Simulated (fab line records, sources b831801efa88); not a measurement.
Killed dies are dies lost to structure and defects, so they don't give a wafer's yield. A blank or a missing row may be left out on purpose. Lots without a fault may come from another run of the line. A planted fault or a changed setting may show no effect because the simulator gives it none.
fab line records | flow gf180mcu | part 1 of 2: steps 1 to 26 of 37
record lots=5 wafers=15 last_day=33
route steps=602 shown V5@557 TOP_METAL@567 PASSIVATION@587
lots that met no fault: from a run of the same line without faults
start_h: hours from the record's first day to the start of the lot's first wafer shown | wait_h: hours since the lot's step before | " the same as in the row above | L1.1+2: a row that stands for several wafers | - no value, or no start given | * or withheld: withheld | < > ~ a bound
route shown NAME@n: a module of which the file shows steps, and the number in the route of the first | usual: mean/standard deviation of fault-free wafers | same: alike in all rows | chamber/n: place in a boat | sites: the reading at each site | _std_site: their standard deviation | _edge_site: outer sites' mean less inner sites' | radius_mm: how far each site lies from the wafer's centre | mask NAME#n: copy n | behind: the tool/chamber that last shaped the wafer | hold: why the lot was held/for how many hours/how that ended | device: the transistor (n, p or np) that didn't switch | end of line: the same wafers' tests at the end of the route | a step without rows: its recipe alone | killed: dies lost to structure and defects at the first sort, not the wafer's yield | map: a wafer's dies, x killed, . not, _ none there
set.NAME: the setting as run; set.NAME@STEP: as run at that earlier step | model.NAME: the simulator's own value behind a step, which no gauge read
lots at some steps of the route; a table a step, a row a wafer
services: from which hour (start_h, from the record's first day; less than 0 if before it) a tool's chamber was out of use, for how many hours, and why
## steps
# step GF_V5_ETCH_17
# recipe chemistry=C4F8/O2/Ar mask_material=KrF target=SiO2 stop_on=TiN source_w=1500 bias_w=1200 pressure_mtorr=40 c4f8_flow_sccm=withheld O2_flow_sccm=6 Ar_flow_sccm=300 time_s=withheld target_depth_a=8550
# usual oes_product_au=0.859/0.0047 rf_fwd_power_W=1494/5
# columns lot.wafer tool chamber start_h wait_h oes_product_au rf_fwd_power_W
L074.1 rie_diel-02 1 - - 0.864 1485
L074.4 " 0 " " 0.857 1485
L074.6 " 0 " " 0.858 1490
L075.1 rie_diel-02 3 - - 0.859 1502
L075.2 " 0 " " 0.864 1495
L075.5 " 0 " " 0.860 1490
L082.1 rie_diel-02 2 - - 0.863 1494
L082.3 " 1 " " 0.857 1507
L082.6 " 0 " " 0.859 1494
L090.3 rie_diel-03 3 - - 0.861 1501
L090.4 " 0 " " 0.856 1486
L090.6 " 3 " " 0.856 1496
L093.1 rie_diel-01 1 - - 0.875 1492
L093.2 " 0 " " 0.860 1495
L093.5 " 0 " " 0.855 1500
# step GF_V5_STRIP_18
# recipe chemistry=O2/N2 power_w=1400 pressure_mtorr=1500 platen_temp_c=250 o2_flow_sccm=3000 n2_flow_sccm=300 overash_fraction=0.5
# usual drypump_motor_current_A=5.8/0.51 heater_power_w=340/21 oes_product_au=0.570/0.005
# columns lot.wafer tool chamber start_h wait_h drypump_motor_current_A heater_power_w oes_product_au rf_hours_counter_h
L074.1 plasma_asher-02 0 626.35 - 6.0 333 0.564 92
L074.4 " 0 " " 6.0 334 0.573 -
L074.6 " 1 " " 5.2 321 0.564 -
L075.1 plasma_asher-02 1 637.40 - 5.2 330 0.571 93
L075.2 " 0 " " 5.9 328 0.572 93
L075.5 " 1 " " 5.2 328 0.565 -
L082.1 plasma_asher-01 0 682.50 - 5.3 321 0.566 28
L082.3 " 1 " " 6.6 376 0.569 -
L082.6 " 0 " " 5.3 330 0.573 -
L090.3 plasma_asher-02 1 746.23 - 5.2 308 0.575 -
L090.4 " 0 " " 6.0 332 0.569 -
L090.6 " 0 " " 6.0 342 0.569 -
L093.1 plasma_asher-04 0 761.94 - 5.9 325 0.567 101
L093.2 " 1 " " 6.1 344 0.566 101
L093.5 " 0 " " 5.9 324 0.564 -
# step GF_V5_STRIP_19
# recipe chemistry=post_etch_residue_remover time_s=1200 temp_c=72.5
# columns lot.wafer tool chamber start_h wait_h
L074.1+4+6 wet_bench-02 0 626.45 0.1
L075.1+2+5 wet_bench-02 1 637.50 0.1
L082.1+3+6 wet_bench-01 3 682.60 0.1
L090.3+4+6 wet_bench-02 1 746.30 0.0
L093.1+2+5 wet_bench-02 1 762.04 0.1
# step GF_V5_CLEAN_20
# recipe chemistry=DIW dry=n2_spin
# columns lot.wafer tool chamber start_h wait_h
L074.1+4+6 wet_bench-01 1 626.79 0.0
L075.1+2+5 wet_bench-02 3 637.84 0.0
L082.1+3+6 wet_bench-02 2 682.94 0.0
L090.3+4+6 wet_bench-01 0 746.64 0.0
L093.1+2+5 wet_bench-04 1 762.39 0.0
# step GF_V5_SPUTTER_21
# recipe material=Ti target_thk_nm=15 chamber_pressure_pa=5 power_w=2500 substrate_temp_c=200 time_s=80.02
# usual throttle_valve_pct=30.3/0.93
# columns lot.wafer tool chamber start_h wait_h throttle_valve_pct
L074.1 pvd_sputter-03 - 626.88 0.0 28.4
L074.4 " - " " 31.4
L074.6 " - " " 28.4
L075.1 pvd_sputter-01 - 637.93 0.0 31.1
L075.2 " - " " 29.9
L075.5 " - " " 29.8
L082.1 pvd_sputter-03 - 683.14 0.0 30.8
L082.3 " - " " 28.5
L082.6 " - " " 28.3
L090.3 pvd_sputter-01 - 746.74 0.0 29.9
L090.4 " - " " 31.0
L090.6 " - " " 30.4
L093.1 pvd_sputter-04 - 762.49 0.0 31.2
L093.2 " - " " 31.0
L093.5 " - " " 29.7
# step GF_V5_SPUTTER_22
# recipe material=TiN target_thk_nm=10 chamber_pressure_pa=5 power_w=4000 time_s=40
# usual throttle_valve_pct=30.3/0.92
# columns lot.wafer tool chamber start_h wait_h throttle_valve_pct
L074.1 pvd_sputter-03 - 626.94 0.0 28.4
L074.4 " - " " 31.4
L074.6 " - " " 28.4
L075.1 pvd_sputter-01 - 637.99 0.0 31.2
L075.2 " - " " 30.1
L075.5 " - " " 30.0
L082.1 pvd_sputter-03 - 683.20 0.0 30.3
L082.3 " - " " 28.4
L082.6 " - " " 28.2
L090.3 pvd_sputter-01 - 746.80 0.0 29.9
L090.4 " - " " 30.9
L090.6 " - " " 30.1
L093.1 pvd_sputter-04 - 762.55 0.0 31.0
L093.2 " - " " 30.8
L093.5 " - " " 29.9
# step GF_V5_CVD_23
# recipe material=W target_thk_nm=350 time_s=104.9 temp_c=400 pressure_torr=40
# usual chamber_pressure_Torr=40.00/0.085 heater_power_w=844/110
# columns lot.wafer tool chamber start_h wait_h chamber_pressure_Torr heater_power_w
L074.1 cvd_w-02 1 626.98 0.0 39.88 842
L074.4 " 0 " " 39.90 791
L074.6 " 0 " " 39.96 784
L075.1 cvd_w-02 0 638.03 0.0 39.90 826
L075.2 " 1 " " 39.99 816
L075.5 " 0 " " 39.85 815
L082.1 cvd_w-01 0 683.24 0.0 40.08 728
L082.3 " 1 " " 40.11 1027
L082.6 " 0 " " 40.11 719
L090.3 cvd_w-02 1 746.88 0.1 39.89 813
L090.4 " 0 " " 40.10 807
L090.6 " 0 " " 39.99 825
L093.1 cvd_w-02 1 762.64 0.1 40.03 837
L093.2 " 0 " " 40.00 803
L093.5 " 0 " " 40.02 820
# step GF_V5_RS_MEAS_24
# recipe thk_meas_gauge=four-point-probe reads=W_of_V5_CVD_23+TiN_of_V5_SPUTTER_22+Ti_of_V5_SPUTTER_21
# usual V5_W_RS=0.329/0.004
# columns lot.wafer tool chamber start_h wait_h V5_W_RS[ohm/sq]
L074.1 film_metro-01 - 627.09 0.1 0.325
L074.4 " - " " 0.323
L074.6 " - " " 0.326
L075.1 film_metro-01 - 638.14 0.1 0.327
L075.2 " - " " 0.330
L075.5 " - " " 0.326
L082.1 film_metro-01 - 683.35 0.1 0.330
L082.3 " - " " 0.325
L082.6 " - " " 0.327
L090.3 film_metro-01 - 746.99 0.1 0.338
L090.4 " - " " 0.334
L090.6 " - " " 0.332
L093.1 film_metro-02 - 762.75 0.1 0.330
L093.2 " - " " 0.325
L093.5 " - " " 0.326
# step GF_V5_THK_MEAS_25
# recipe thk_meas_gauge=xrf reads=W_of_V5_CVD_23
# usual V5_W_THK=342/4.9
# columns lot.wafer tool chamber start_h wait_h V5_W_THK[nm]
L074.1 film_metro-01 - 627.21 0.1 342
L074.4 " - " " 347
L074.6 " - " " 343
L075.1 film_metro-01 - 638.26 0.1 342
L075.2 " - " " 338
L075.5 " - " " 342
L082.1 film_metro-01 - 683.47 0.1 342
L082.3 " - " " 348
L082.6 " - " " 346
L090.3 film_metro-01 - 747.09 0.1 333
L090.4 " - " " 335
L090.6 " - " " 335
L093.1 film_metro-02 - 762.87 0.1 344
L093.2 " - " " 347
L093.5 " - " " 346
# step GF_V5_CMP_26
# recipe stop_on=SiO2 down_force_psi=3.5 platen_rpm=60 t_overpolish_s=15 target_thk_nm=0 pad_velocity_m_s=0.94248
# usual motor_current_A=10.7/0.97 overpolish_run_s=14.999/0.0094 time_to_endpoint_s=85/4.2
# same t_overpolish_s=15
# columns lot.wafer tool chamber start_h wait_h motor_current_A overpolish_run_s time_to_endpoint_s
L074.1 cmp-02 2 627.27 0.1 10.5 15.008 82
L074.4 " 1 " " 10.4 14.991 80
L074.6 " 2 " " 10.7 14.993 85
L075.1 cmp-02 3 638.32 0.1 9.7 14.996 81
L075.2 " 2 " " 11.3 15.009 83
L075.5 " 0 " " 12.4 14.995 85
L082.1 cmp-02 2 683.53 0.1 10.9 14.991 87
L082.3 " 3 " " 9.5 14.993 83
L082.6 " 2 " " 10.6 14.993 91
L090.3 cmp-01 2 747.31 0.2 10.5 15.004 76
L090.4 " 0 " " 11.2 15.003 80
L090.6 " 3 " " 11.1 15.002 85
L093.1 cmp-02 2 762.93 0.1 10.1 15.001 85
L093.2 " 1 " " 10.0 14.995 78
L093.5 " 2 " " 10.1 15.010 81
# step GF_TOP_METAL_SPUTTER_00
# recipe material=Ti target_thk_nm=37.5 arriving_ion_energy_ev=80 substrate_temp_c=200 chamber_pressure_pa=2 power_w=4000 time_s=150
# usual throttle_valve_pct=30.3/1.1
# columns lot.wafer tool chamber start_h wait_h throttle_valve_pct
L074.1 pvd_sputter-04 - 627.57 0.2 31.0
L074.4 " - " " 29.8
L074.6 " - " " 30.9
L075.1 pvd_sputter-04 - 638.62 0.2 30.0
L075.2 " - " " 30.9
L075.5 " - " " 31.2
L082.1 pvd_sputter-04 - 683.83 0.2 28.7
L082.3 " - " " 31.2
L082.6 " - " " 31.2
L090.3 pvd_sputter-04 - 747.61 0.2 31.0
L090.4 " - " " 28.8
L090.6 " - " " 31.1
L093.1 pvd_sputter-03 - 763.23 0.2 30.9
L093.2 " - " " 30.7
L093.5 " - " " 31.1
# step GF_TOP_METAL_SPUTTER_01
# recipe material=TiN target_thk_nm=30 power_w=6500 time_s=25 chamber_pressure_pa=0.4
# usual throttle_valve_pct=30.3/1.1
# columns lot.wafer tool chamber start_h wait_h throttle_valve_pct
L074.1 pvd_sputter-04 - 627.67 0.1 30.8
L074.4 " - " " 29.8
L074.6 " - " " 30.9
L075.1 pvd_sputter-04 - 638.72 0.1 29.9
L075.2 " - " " 31.1
L075.5 " - " " 31.1
L082.1 pvd_sputter-04 - 683.93 0.1 29.0
L082.3 " - " " 31.1
L082.6 " - " " 31.0
L090.3 pvd_sputter-04 - 747.71 0.1 30.9
L090.4 " - " " 29.0
L090.6 " - " " 31.1
L093.1 pvd_sputter-03 - 763.33 0.1 30.9
L093.2 " - " " 30.2
L093.5 " - " " 30.8
# step GF_TOP_METAL_SPUTTER_02
# recipe material=AlCu target_thk_nm=900 power_w=10600 chamber_pressure_pa=0.3 substrate_temp_c=250 gas=Ar time_s=47.82
# usual throttle_valve_pct=30.2/1.1
# columns lot.wafer tool chamber start_h wait_h throttle_valve_pct
L074.1 pvd_sputter-04 - 627.70 0.0 31.2
L074.4 " - " " 30.0
L074.6 " - " " 30.7
L075.1 pvd_sputter-04 - 638.75 0.0 30.4
L075.2 " - " " 31.0
L075.5 " - " " 31.2
L082.1 pvd_sputter-04 - 683.96 0.0 28.7
L082.3 " - " " 31.2
L082.6 " - " " 31.2
L090.3 pvd_sputter-04 - 747.74 0.0 31.1
L090.4 " - " " 28.7
L090.6 " - " " 31.2
L093.1 pvd_sputter-03 - 763.36 0.0 31.1
L093.2 " - " " 30.7
L093.5 " - " " 30.8
# step GF_TOP_METAL_SPUTTER_03
# recipe material=Ti target_thk_nm=5 substrate_temp_c=300 chamber_pressure_pa=0.3 power_w=3000 time_s=3.3
# usual throttle_valve_pct=30.3/1.1
# columns lot.wafer tool chamber start_h wait_h throttle_valve_pct
L074.1 pvd_sputter-04 - 627.74 0.0 31.0
L074.4 " - " " 30.1
L074.6 " - " " 31.1
L075.1 pvd_sputter-04 - 638.79 0.0 30.1
L075.2 " - " " 31.0
L075.5 " - " " 31.2
L082.1 pvd_sputter-04 - 684.01 0.0 28.6
L082.3 " - " " 31.1
L082.6 " - " " 31.2
L090.3 pvd_sputter-04 - 747.78 0.0 30.7
L090.4 " - " " 28.9
L090.6 " - " " 31.1
L093.1 pvd_sputter-03 - 763.40 0.0 31.1
L093.2 " - " " 30.6
L093.5 " - " " 30.6
# step GF_TOP_METAL_SPUTTER_04
# recipe material=TiN target_thk_nm=25 power_w=6500 time_s=20.8 chamber_pressure_pa=0.4
# usual throttle_valve_pct=30.3/1.1
# columns lot.wafer tool chamber start_h wait_h throttle_valve_pct
L074.1 pvd_sputter-04 - 627.76 0.0 31.1
L074.4 " - " " 30.0
L074.6 " - " " 30.8
L075.1 pvd_sputter-04 - 638.81 0.0 29.8
L075.2 " - " " 30.9
L075.5 " - " " 31.1
L082.1 pvd_sputter-04 - 684.03 0.0 28.8
L082.3 " - " " 31.1
L082.6 " - " " 31.2
L090.3 pvd_sputter-04 - 747.80 0.0 31.1
L090.4 " - " " 28.6
L090.6 " - " " 31.1
L093.1 pvd_sputter-03 - 763.42 0.0 31.1
L093.2 " - " " 30.7
L093.5 " - " " 30.8
# step GF_TOP_METAL_RS_MEAS_05
# recipe thk_meas_gauge=four-point-probe reads=TiN_of_TOP_METAL_SPUTTER_04+Ti_of_TOP_METAL_SPUTTER_03+AlCu_of_TOP_METAL_SPUTTER_02+TiN_of_TOP_METAL_SPUTTER_01+Ti_of_TOP_METAL_SPUTTER_00
# usual TOP_METAL_ALCU_RS=0.03285/0.00029
# columns lot.wafer tool chamber start_h wait_h TOP_METAL_ALCU_RS[ohm/sq]
L074.1 film_metro-02 - 627.79 0.0 0.03261
L074.4 " - " " 0.03272
L074.6 " - " " 0.03257
L075.1 film_metro-02 - 638.84 0.0 0.03283
L075.2 " - " " 0.03303
L075.5 " - " " 0.03309
L082.1 film_metro-02 - 684.05 0.0 0.03294
L082.3 " - " " 0.03299
L082.6 " - " " 0.03331
L090.3 film_metro-02 - 747.87 0.1 0.03273
L090.4 " - " " 0.03229
L090.6 " - " " 0.03256
L093.1 film_metro-04 - 763.45 0.0 0.03231
L093.2 " - " " 0.03249
L093.5 " - " " 0.03242
# step GF_TOP_METAL_THK_MEAS_06
# recipe thk_meas_gauge=xrf reads=AlCu_of_TOP_METAL_SPUTTER_02
# usual TOP_METAL_ALCU_THK=900/9
# columns lot.wafer tool chamber start_h wait_h TOP_METAL_ALCU_THK[nm]
L074.1 film_metro-02 - 627.91 0.1 909
L074.4 " - " " 904
L074.6 " - " " 909
L075.1 film_metro-02 - 638.96 0.1 898
L075.2 " - " " 896
L075.5 " - " " 893
L082.1 film_metro-02 - 684.17 0.1 903
L082.3 " - " " 902
L082.6 " - " " 888
L090.3 film_metro-02 - 747.97 0.1 903
L090.4 " - " " 917
L090.6 " - " " 904
L093.1 film_metro-04 - 763.57 0.1 903
L093.2 " - " " 907
L093.5 " - " " 905
# step GF_TOP_METAL_DEHYDRATE_07
# recipe temp_c=200 time_s=60
# columns lot.wafer tool chamber start_h wait_h
L074.1+4+6 litho_track-03 0 637.44 9.5
L075.1+2+5 litho_track-01 0 647.59 8.6
L082.1+3+6 litho_track-03 0 692.89 8.7
L090.3+4+6 litho_track-03 0 755.74 7.8
L093.1+2+5 litho_track-03 0 771.03 7.5
# step GF_TOP_METAL_HMDS_08
# recipe prime_time_s=60 prime_temp_c=120
# usual prime_temp_c=120.00/0.13
# columns lot.wafer tool chamber start_h wait_h prime_temp_c
L074.1 litho_track-03 0 637.59 0.1 119.88
L074.4 " 0 " " 120.05
L074.6 " 0 " " 119.83
L075.1 litho_track-01 0 647.74 0.1 120.23
L075.2 " 0 " " 120.19
L075.5 " 0 " " 120.31
L082.1 litho_track-03 0 693.04 0.1 119.83
L082.3 " 0 " " 119.86
L082.6 " 0 " " 119.97
L090.3 litho_track-03 0 755.89 0.1 120.13
L090.4 " 0 " " 120.09
L090.6 " 0 " " 120.10
L093.1 litho_track-03 0 771.18 0.1 120.03
L093.2 " 0 " " 119.88
L093.5 " 0 " " 120.07
# step GF_TOP_METAL_COAT_09
# recipe resist=NOVOLAK spin_rpm=3000 resist_thk_nm=1500
# columns lot.wafer tool chamber start_h wait_h
L074.1+4+6 litho_track-03 0 637.74 0.1
L075.1+2+5 litho_track-01 0 647.89 0.1
L082.1+3+6 litho_track-03 0 693.19 0.1
L090.3+4+6 litho_track-03 0 756.04 0.1
L093.1+2+5 litho_track-03 0 771.33 0.1
# step GF_TOP_METAL_SOFTBAKE_10
# recipe temp_c=90 time_s=60 resist=NOVOLAK
# columns lot.wafer tool chamber start_h wait_h
L074.1+4+6 litho_track-03 0 637.89 0.1
L075.1+2+5 litho_track-01 0 648.04 0.1
L082.1+3+6 litho_track-03 0 693.34 0.1
L090.3+4+6 litho_track-03 0 756.19 0.1
L093.1+2+5 litho_track-03 0 771.48 0.1
# step GF_TOP_METAL_EXPOSE_11
# recipe mask_id=MetalTop target_cd_nm=440 na=0.6 source_shape=conventional sigma_outer=0.6 dose_mj=170
# usual exposure_dose_mJ_cm2=170.08/0.28
# columns lot.wafer tool chamber start_h wait_h mask exposure_dose_mJ_cm2
L074.1 iline_stepper-02 0 - - MetalTop#0 169.84
L074.4 " 0 " " MetalTop#0 170.16
L074.6 " 0 " " MetalTop#0 170.10
L075.1 iline_stepper-02 0 - - MetalTop#0 169.93
L075.2 " 0 " " MetalTop#0 169.97
L075.5 " 0 " " MetalTop#0 170.08
L082.1 iline_stepper-02 0 - - MetalTop#0 170.02
L082.3 " 0 " " MetalTop#0 170.01
L082.6 " 0 " " MetalTop#0 170.35
L090.3 iline_stepper-02 0 - - MetalTop#0 169.78
L090.4 " 0 " " MetalTop#0 169.96
L090.6 " 0 " " MetalTop#0 169.63
L093.1 iline_stepper-02 0 - - MetalTop#0 170.11
L093.2 " 0 " " MetalTop#0 169.95
L093.5 " 0 " " MetalTop#0 170.07
# step GF_TOP_METAL_PEB_12
# recipe temp_c=withheld time_s=* resist=NOVOLAK
# columns lot.wafer tool chamber start_h wait_h
L074.1+4+6 litho_track-01 0 - -
L075.1+2+5 litho_track-04 0 - -
L082.1+3+6 litho_track-04 0 - -
L090.3+4+6 litho_track-04 0 - -
L093.1+2+5 litho_track-04 0 - -
# step GF_TOP_METAL_DEVELOP_13
# recipe develop_time_s=60 dev_temp_c=23
# columns lot.wafer tool chamber start_h wait_h
L074.1+4+6 litho_track-01 0 647.44 0.1
L075.1+2+5 litho_track-04 0 658.07 0.1
L082.1+3+6 litho_track-04 0 702.82 0.1
L090.3+4+6 litho_track-04 0 764.27 0.1
L093.1+2+5 litho_track-04 0 779.37 0.1
# step GF_TOP_METAL_CD_MEAS_14
# recipe target_cd_nm=440
# usual cd_nm=441.0/2.2
# columns lot.wafer tool chamber start_h wait_h cd_nm
L074.1 cd_sem-01 - 647.59 0.1 441.0
L074.4 " - " " 440.6
L074.6 " - " " 440.3
L075.1 cd_sem-02 - 658.22 0.1 440.1
L075.2 " - " " 441.1
L075.5 " - " " 440.1
L082.1 cd_sem-02 - 703.01 0.2 444.1
L082.3 " - " " 440.0
L082.6 " - " " 439.6
L090.3 cd_sem-02 - 764.41 0.1 439.4
L090.4 " - " " 443.4
L090.6 " - " " 441.9
L093.1 cd_sem-01 - 779.52 0.1 441.7
L093.2 " - " " 441.7
L093.5 " - " " 442.3
# step GF_TOP_METAL_OVL_MEAS_15
# usual TOP_METAL_OVL=0.2/1.3
# columns lot.wafer tool chamber start_h wait_h TOP_METAL_OVL[nm]
L074.1 overlay-02 - 647.71 0.1 -0.2
L074.4 " - " " -1.0
L074.6 " - " " -1.0
L075.1 overlay-02 - 658.34 0.1 -1.5
L075.2 " - " " 0.0
L075.5 " - " " -1.6
L082.1 overlay-01 - 703.13 0.1 -1.5
L082.3 " - " " -0.4
L082.6 " - " " -0.7
L090.3 overlay-01 - 764.50 0.1 0.9
L090.4 " - " " 0.1
L090.6 " - " " 1.2
L093.1 overlay-02 - 779.64 0.1 0.9
L093.2 " - " " 1.0
L093.5 " - " " 0.8
